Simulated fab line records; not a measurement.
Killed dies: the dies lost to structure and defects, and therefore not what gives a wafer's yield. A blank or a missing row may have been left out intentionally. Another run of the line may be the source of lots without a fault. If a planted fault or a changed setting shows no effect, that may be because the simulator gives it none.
fab line records	flow sky130
record: lots: 12	wafers: 36	last-day: 51
route steps=708 shown POLY_GATE@235 LI_CONTACT@383 METAL1@450 METAL2@483
lots untouched by any fault: they come from a run of this same line in which no faults occurred
start-h: the number of hours between the record's first day and the start of the first shown wafer of the lot	wait-h: hours elapsed since this lot's preceding step	" same as the row above	L1.1+2: several wafers, shown together as one row	- value missing, or start not given	* or withheld: withheld	< > ~ a bound
route shown NAME@n: NAME is a module with steps in the file, n the number in the route of the first one	usual: the fault-free wafers' mean and standard deviation	same: alike in all rows	chamber/n: place in a boat	sites: the reading at each site	_std_site: how widely they spread, as a standard deviation	_edge_site: outer sites' mean less inner sites'	radius-mm: how far each site lies from the wafer's centre	mask NAME#n: copy n	behind: the tool/chamber that last shaped the wafer	hold: reason for holding the lot/hours on hold/outcome of the hold	device: which transistor (n, p or np) failed to switch	end of line: tests of these same wafers at the route's end	where a step has no rows: the recipe by itself	killed: not the wafer's yield, but the dies lost to structure and defects at the first sort	map: a wafer's dies, marking killed ones x, the rest . and places with no die _
set.NAME: the run value of the setting; set.NAME@STEP: its run value at that earlier step	model.NAME: the simulator's own value behind a step, which no gauge read
the route's steps for a sample of lots (tables are steps, rows are wafers)
services: the hour from which a tool's chamber was out of use, counted from the record's first day as start-h (under 0 if before that day), plus the number of hours and why
== steps ==
step: SKY_POLY_GATE_THK_MEAS_21
recipe: reads: SiO2_of_POLY_GATE_OXIDATION_20
usual: POLY_GATE_OXIDATION_THK: 4.03/0.072
lot.wafer	tool	chamber	start-h	wait-h	POLY_GATE_OXIDATION_THK[nm]
L232.1	film-metro-01	-	368.36	0.0	4.17
L232.2	"	-	"	"	4.17
L232.4	"	-	"	"	4.12
L233.1	film-metro-02	-	389.29	0.0	4.05
L233.4	"	-	"	"	4.03
L233.5	"	-	"	"	4.07
L234.1	film-metro-02	-	397.88	0.0	4.06
L234.2	"	-	"	"	3.99
L234.4	"	-	"	"	4.01
L237.1	film-metro-04	-	415.22	0.0	4.12
L237.3	"	-	"	"	4.08
L237.4	"	-	"	"	4.13
L236.3	film-metro-02	-	423.38	0.0	3.90
L236.4	"	-	"	"	3.95
L236.5	"	-	"	"	3.99
L245.1	film-metro-02	-	508.34	0.0	3.95
L245.2	"	-	"	"	4.02
L245.4	"	-	"	"	4.03
L246.3	film-metro-04	-	520.22	0.0	3.89
L246.4	"	-	"	"	4.03
L246.6	"	-	"	"	4.01
L248.2	film-metro-01	-	538.17	0.0	4.05
L248.4	"	-	"	"	3.99
L248.5	"	-	"	"	4.06
L249.1	film-metro-02	-	554.99	0.0	4.10
L249.4	"	-	"	"	4.11
L249.6	"	-	"	"	4.07
L250.1	film-metro-01	-	561.10	0.0	4.06
L250.2	"	-	"	"	4.11
L250.6	"	-	"	"	4.05
L254.1	film-metro-02	-	575.49	0.0	4.00
L254.2	"	-	"	"	3.95
L254.5	"	-	"	"	4.08
L255.2	film-metro-01	-	585.24	0.0	3.96
L255.4	"	-	"	"	4.03
L255.5	"	-	"	"	3.97
step: SKY_LI_CONTACT_CVD_21
recipe: material: W	target-thk-nm: 400	time-s: 120.56	temp-c: 400	pressure-torr: 40
usual: heater-power-w: 783/53
lot.wafer	tool	chamber	start-h	wait-h	heater-power-w
L232.1	cvd-w-02	1	675.91	0.0	825
L232.2	"	0	"	"	745
L232.4	"	1	"	"	828
L233.1	cvd-w-01	0	696.99	0.0	706
L233.4	"	1	"	"	785
L233.5	"	1	"	"	804
L234.1	cvd-w-01	1	703.25	0.0	807
L234.2	"	0	"	"	716
L234.4	"	0	"	"	729
L237.1	cvd-w-01	0	723.34	0.0	700
L237.3	"	1	"	"	782
L237.4	"	0	"	"	710
L236.3	cvd-w-01	1	726.51	0.1	804
L236.4	"	0	"	"	716
L236.5	"	0	"	"	716
L245.1	cvd-w-01	1	803.94	0.0	788
L245.2	"	0	"	"	710
L245.4	"	1	"	"	800
L246.3	cvd-w-01	1	811.66	0.1	795
L246.4	"	0	"	"	710
L246.6	"	1	"	"	802
L248.2	cvd-w-02	1	828.67	0.1	837
L248.4	"	1	"	"	840
L248.5	"	1	"	"	849
L249.1	cvd-w-02	1	844.05	0.0	855
L249.4	"	1	"	"	839
L249.6	"	1	"	"	834
L250.1	cvd-w-02	1	849.34	0.0	844
L250.2	"	1	"	"	821
L250.6	"	1	"	"	819
L254.1	cvd-w-02	0	861.89	0.0	764
L254.2	"	1	"	"	835
L254.5	"	0	"	"	777
L255.2	cvd-w-02	1	868.84	0.0	865
L255.4	"	1	"	"	871
L255.5	"	1	"	"	863
step: SKY_LI_CONTACT_RS_MEAS_22
recipe: thk-meas-gauge: four-point-probe	reads: W_of_LI_CONTACT_CVD_21+TiN_of_LI_CONTACT_SPUTTER_20+Ti_of_LI_CONTACT_SPUTTER_19
usual: LI_CONTACT_W_RS: 0.290/0.0031
lot.wafer	tool	chamber	start-h	wait-h	LI_CONTACT_W_RS[ohm/sq]
L232.1	film-metro-01	-	676.04	0.1	0.284
L232.2	"	-	"	"	0.286
L232.4	"	-	"	"	0.283
L233.1	film-metro-04	-	697.12	0.1	0.297
L233.4	"	-	"	"	0.293
L233.5	"	-	"	"	0.293
L234.1	film-metro-02	-	703.37	0.1	0.290
L234.2	"	-	"	"	0.292
L234.4	"	-	"	"	0.290
L237.1	film-metro-04	-	723.46	0.1	0.293
L237.3	"	-	"	"	0.288
L237.4	"	-	"	"	0.292
L236.3	film-metro-01	-	726.63	0.1	0.291
L236.4	"	-	"	"	0.293
L236.5	"	-	"	"	0.292
L245.1	film-metro-02	-	804.07	0.1	0.275
L245.2	"	-	"	"	0.293
L245.4	"	-	"	"	0.295
L246.3	film-metro-04	-	811.78	0.1	0.278
L246.4	"	-	"	"	0.289
L246.6	"	-	"	"	0.289
L248.2	film-metro-02	-	828.90	0.2	0.281
L248.4	"	-	"	"	0.287
L248.5	"	-	"	"	0.285
L249.1	film-metro-02	-	844.30	0.2	0.288
L249.4	"	-	"	"	0.292
L249.6	"	-	"	"	0.286
L250.1	film-metro-02	-	849.59	0.2	0.289
L250.2	"	-	"	"	0.291
L250.6	"	-	"	"	0.288
L254.1	film-metro-01	-	862.02	0.1	0.289
L254.2	"	-	"	"	0.289
L254.5	"	-	"	"	0.290
L255.2	film-metro-02	-	868.98	0.1	0.288
L255.4	"	-	"	"	0.286
L255.5	"	-	"	"	0.288
step: SKY_LI_CONTACT_THK_MEAS_23
recipe: thk-meas-gauge: xrf	reads: W_of_LI_CONTACT_CVD_21
usual: LI_CONTACT_W_THK: 386/4.5
lot.wafer	tool	chamber	start-h	wait-h	LI_CONTACT_W_THK[nm]
L232.1	film-metro-01	-	676.16	0.1	395
L232.2	"	-	"	"	392
L232.4	"	-	"	"	399
L233.1	film-metro-04	-	697.24	0.1	376
L233.4	"	-	"	"	378
L233.5	"	-	"	"	382
L234.1	film-metro-02	-	703.49	0.1	389
L234.2	"	-	"	"	383
L234.4	"	-	"	"	387
L237.1	film-metro-04	-	723.58	0.1	382
L237.3	"	-	"	"	386
L237.4	"	-	"	"	382
L236.3	film-metro-01	-	726.73	0.1	387
L236.4	"	-	"	"	384
L236.5	"	-	"	"	386
L245.1	film-metro-02	-	804.19	0.1	412
L245.2	"	-	"	"	384
L245.4	"	-	"	"	381
L246.3	film-metro-04	-	811.88	0.1	403
L246.4	"	-	"	"	383
L246.6	"	-	"	"	384
L248.2	film-metro-02	-	829.01	0.1	399
L248.4	"	-	"	"	390
L248.5	"	-	"	"	394
L249.1	film-metro-02	-	844.42	0.1	387
L249.4	"	-	"	"	384
L249.6	"	-	"	"	388
L250.1	film-metro-02	-	849.71	0.1	385
L250.2	"	-	"	"	382
L250.6	"	-	"	"	385
L254.1	film-metro-01	-	862.14	0.1	388
L254.2	"	-	"	"	385
L254.5	"	-	"	"	386
L255.2	film-metro-02	-	869.09	0.1	391
L255.4	"	-	"	"	391
L255.5	"	-	"	"	387
step: SKY_METAL1_OVL_MEAS_16
usual: METAL1_OVL: -6/5.5
lot.wafer	tool	chamber	start-h	wait-h	METAL1_OVL[nm]
L232.1	overlay-01	-	763.56	0.1	-1
L232.2	"	-	"	"	-15
L232.4	"	-	"	"	-6
L233.1	overlay-02	-	784.65	0.1	1
L233.4	"	-	"	"	-5
L233.5	"	-	"	"	5
L234.1	overlay-02	-	789.55	0.1	-11
L234.2	"	-	"	"	2
L234.4	"	-	"	"	-5
L237.1	overlay-01	-	808.80	0.1	-1
L237.3	"	-	"	"	0
L237.4	"	-	"	"	0
L236.3	overlay-02	-	812.96	0.1	-10
L236.4	"	-	"	"	-7
L236.5	"	-	"	"	-6
L245.1	overlay-02	-	887.05	0.1	-7
L245.2	"	-	"	"	1
L245.4	"	-	"	"	0
L246.3	overlay-02	-	894.62	0.1	-1
L246.4	"	-	"	"	4
L246.6	"	-	"	"	3
L248.2	overlay-01	-	911.43	0.1	-6
L248.4	"	-	"	"	-9
L248.5	"	-	"	"	-2
L249.1	overlay-02	-	925.90	0.1	-6
L249.4	"	-	"	"	-7
L249.6	"	-	"	"	-2
L250.1	overlay-01	-	931.17	0.1	-8
L250.2	"	-	"	"	-21
L250.6	"	-	"	"	-14
L254.1	overlay-02	-	942.75	0.1	-4
L254.2	"	-	"	"	-12
L254.5	"	-	"	"	-12
L255.2	overlay-01	-	950.10	0.1	-15
L255.4	"	-	"	"	-11
L255.5	"	-	"	"	-7
step: SKY_METAL2_SPUTTER_00
recipe: material: Ti	target-thk-nm: 15	power-w: 3000	time-s: 10	chamber-pressure-pa: 0.4
usual: cathode-dc-power-W: 3000.0/0.53	chamber-pressure-pa: 0.3999/0.00079	throttle-valve-pct: 30.0/0.95
lot.wafer	tool	chamber	start-h	wait-h	cathode-dc-power-W	chamber-pressure-pa	throttle-valve-pct
L232.1	pvd-sputter-03	-	793.68	0.2	3000.1	0.4004	31.6
L232.2	"	-	"	"	3000.3	0.4009	28.9
L232.4	"	-	"	"	3000.1	0.4002	28.7
L233.1	pvd-sputter-04	-	814.99	0.2	3000.0	0.4009	30.2
L233.4	"	-	"	"	2999.8	0.4008	31.0
L233.5	"	-	"	"	2999.4	0.3995	29.6
L234.1	pvd-sputter-04	-	818.99	0.2	2999.4	0.4005	29.6
L234.2	"	-	"	"	3000.4	0.3984	31.1
L234.4	"	-	"	"	2999.5	0.3999	30.4
L237.1	pvd-sputter-04	-	838.42	0.1	2999.6	0.3995	29.5
L237.3	"	-	"	"	2999.7	0.3998	29.5
L237.4	"	-	"	"	2999.8	0.4001	30.9
L236.3	pvd-sputter-04	-	842.41	0.2	2999.7	0.3996	29.6
L236.4	"	-	"	"	2999.7	0.3996	30.3
L236.5	"	-	"	"	2999.6	0.3998	29.3
L245.1	pvd-sputter-03	-	914.74	0.1	3000.4	0.4002	29.3
L245.2	"	-	"	"	2999.7	0.4007	28.4
L245.4	"	-	"	"	2999.9	0.4002	31.8
L246.3	pvd-sputter-02	-	923.12	0.2	3000.5	0.4007	28.4
L246.4	"	-	"	"	2999.7	0.3992	29.0
L246.6	"	-	"	"	3000.0	0.4002	28.8
L248.2	pvd-sputter-04	-	940.01	0.1	2999.6	0.4008	30.9
L248.4	"	-	"	"	2999.0	0.3994	29.9
L248.5	"	-	"	"	3000.2	0.4005	30.7
L249.1	pvd-sputter-04	-	953.88	0.1	3000.4	0.3997	31.2
L249.4	"	-	"	"	2999.5	0.4001	30.4
L249.6	"	-	"	"	2999.9	0.3993	30.8
L250.1	pvd-sputter-04	-	959.53	0.2	3000.3	0.3999	30.4
L250.2	"	-	"	"	3000.2	0.3983	31.0
L250.6	"	-	"	"	2999.6	0.3990	31.1
L254.1	pvd-sputter-04	-	970.78	0.1	3000.2	0.4000	29.7
L254.2	"	-	"	"	3000.6	0.4008	29.8
L254.5	"	-	"	"	3000.1	0.4005	30.5
L255.2	pvd-sputter-03	-	977.94	0.2	3000.4	0.3998	29.0
L255.4	"	-	"	"	2999.0	0.4014	29.1
L255.5	"	-	"	"	3000.8	0.4011	29.2
== services ==
tool	chamber	start-h	hours	kind
cvd-w-01	-	660.27	0.8	repair
pvd-sputter-04	-	661.02	3.3	repair
pvd-sputter-03	-	680.12	0.6	repair
pvd-sputter-02	-	690.98	2.7	repair
pvd-sputter-04	-	693.51	1.8	repair
pvd-sputter-04	2	707.49	-	consumable-replace:kit
pvd-sputter-04	2	707.49	18.0	scheduled-down
pvd-sputter-04	2	707.49	18.0	vent-cycle
pvd-sputter-03	-	716.17	9.4	repair
cvd-w-02	-	750.53	1.5	repair
cvd-w-02	-	766.68	3.2	repair
cvd-w-02	-	769.83	4.3	pm
cvd-w-02	0	813.04	42.2	repair
pvd-sputter-02	-	828.43	2.8	repair
pvd-sputter-02	-	835.56	3.0	repair
pvd-sputter-04	1	839.92	-	consumable-replace:kit
pvd-sputter-04	1	839.92	18.0	scheduled-down
pvd-sputter-04	1	839.92	18.0	vent-cycle
cvd-w-02	-	869.05	0.4	repair
cvd-w-02	-	878.95	0.9	repair
cvd-w-01	1	884.75	4.2	repair
cvd-w-02	-	904.00	14.0	pm
pvd-sputter-02	-	965.87	6.6	repair
cvd-w-01	1	967.88	1.6	repair
== key ==
first-sign: step: SKY_LI_CONTACT_RS_MEAS_22	reading: LI_CONTACT_W_RS	direction: down	sigmas: 4.4	usual: 0.290	struck: 0.276
effect: step: SKY_LI_CONTACT_THK_MEAS_23	reading: LI_CONTACT_W_THK	direction: up	sigmas: 4.7	usual: 386	struck: 408
met-at SKY_LI_CONTACT_CVD_21
struck-lots L245,L246
struck-wafers L245.1,L246.3
tester-left-out L245,L246
not-acting-at SKY_POLY_GATE_THK_MEAS_21,SKY_METAL1_OVL_MEAS_16,SKY_METAL2_SPUTTER_00
onset-between 726.51 803.94
fault: kind: process-parameter-drift	tool: cvd-w-01	chamber: -	onset-h: 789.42	steps: SKY_LI_CONTACT_CVD_21	channel: target-thk-nm	offset: 18.93	shape: step	end-h: 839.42	scope: struck-wafers-only	acts-in: these-recipes-only	stated: 400
tester-left-out: of these lots the tester's yield and bins aren't shown, on N5 and GAA mostly nor the transistor test; their killed dies are dies lost to structure and defects alone, not to doping, threshold or leakage, so they don't give the yield
